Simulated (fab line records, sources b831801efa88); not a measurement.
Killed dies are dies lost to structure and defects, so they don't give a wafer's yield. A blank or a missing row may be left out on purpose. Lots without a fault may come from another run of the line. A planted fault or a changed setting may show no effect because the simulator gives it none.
Problem report in the 8D (eight disciplines) form, filled by code | flow sky130 | the parts of the form that need people (team, actions taken, sign-off) are left out

1. THE PROBLEM
run_length_s at SKY_CAPM_METAL_ETCH_13 reads a mean of 94.7 s on 1 wafer of 1 lot; wafers without a fault read 91.3 s with a standard deviation of 0.41. That is +8.3 standard deviations from the usual mean.
The step: etches TiN in Cl2/BCl3, stops on SiO2, target depth 220 nm, time 62.9 s.
First seen on wafer L240.1, day 39 04:47, on rie_metal-04. The record holds 36 wafers of 12 lots with a number at this step. Rule for "out", or "out of limits": more than 4 standard deviations from the usual mean. The other wafers with a number count as sound.

2. WHAT IT IS AND WHAT IT IS NOT
question                    | is                | is not
which readings at this step | run_length_s      | chamber_pressure_mTorr, drypump_motor_current_A, he_backside_leak_sccm, oes_product_au, throttle_valve_pct
which lots                  | L240              | L235, L237, L245, L247, L248, L250, L251, L252, L255, L256, L257
which wafers of those lots  | L240.1            | L240.3, L240.6
read on which tools         | rie_metal-04      | rie_metal-02, rie_metal-03
when                        | from day 39 04:47 | up to then (8 sound wafers); but 27 sound wafers of L245, L247, L248, L250, L251, L252, L255, L256, L257 came after

3. SUSPECTS, AND WHAT RULES EACH OUT
Counting: a tool at a process step up to the reading stays a suspect if it ran every lot that is out. Sound lots after the first of them don't rule it out here, since some wafers of a struck lot are sound.
- pvd_sputter-01 at SKY_METAL2_SPUTTER_04 (material TiN, target thk 70 nm, time 58.3 s): kept. It ran the lot that is out, L240 (day 35 20:37); its last sound lot up to then is L235 (day 34 00:41).
- rie_metal-04 at SKY_CAPM_METAL_ETCH_13 (etches TiN in Cl2/BCl3, stops on SiO2, target depth 220 nm, time 62.9 s): kept. It ran the lot that is out, L240 (day 39 04:47); its last sound lot up to then is L235 (day 37 10:20). Its own readings are out on those wafers: run_length_s.
Left after counting: pvd_sputter-01 at SKY_METAL2_SPUTTER_04, rie_metal-04 at SKY_CAPM_METAL_ETCH_13.

4. THE CAUSE (what the simulator had put in)
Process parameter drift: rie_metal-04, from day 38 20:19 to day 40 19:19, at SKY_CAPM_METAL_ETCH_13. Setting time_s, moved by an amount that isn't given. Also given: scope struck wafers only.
Counting left 2 suspects, and this tool is among them.

5. THE CHAIN OF EFFECTS, in route order
Each row: a reading whose mean over the struck wafers that have a number lies more than 3 standard deviations from the usual. Only readings for which the record gives a usual standard deviation are gone through. hours: the time from each lot's start at the first step in this table that gives one to its start at this step, as a median over the lots. sigmas: the change in usual standard deviations.
hours | step                   | reading      | usual  | on struck wafers | change | sigmas
0     | SKY_CAPM_METAL_ETCH_13 | run_length_s | 91.3 s | 94.7             | +3.4   | +8.3
The process steps in it:
- SKY_CAPM_METAL_ETCH_13: etches TiN in Cl2/BCl3, stops on SiO2, target depth 220 nm, time 62.9 s.

6. WHAT WOULD HAVE CAUGHT IT SOONER
In this record the first reading out of limits was taken at day 39 04:47, 8 hours after the fault began at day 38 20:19.
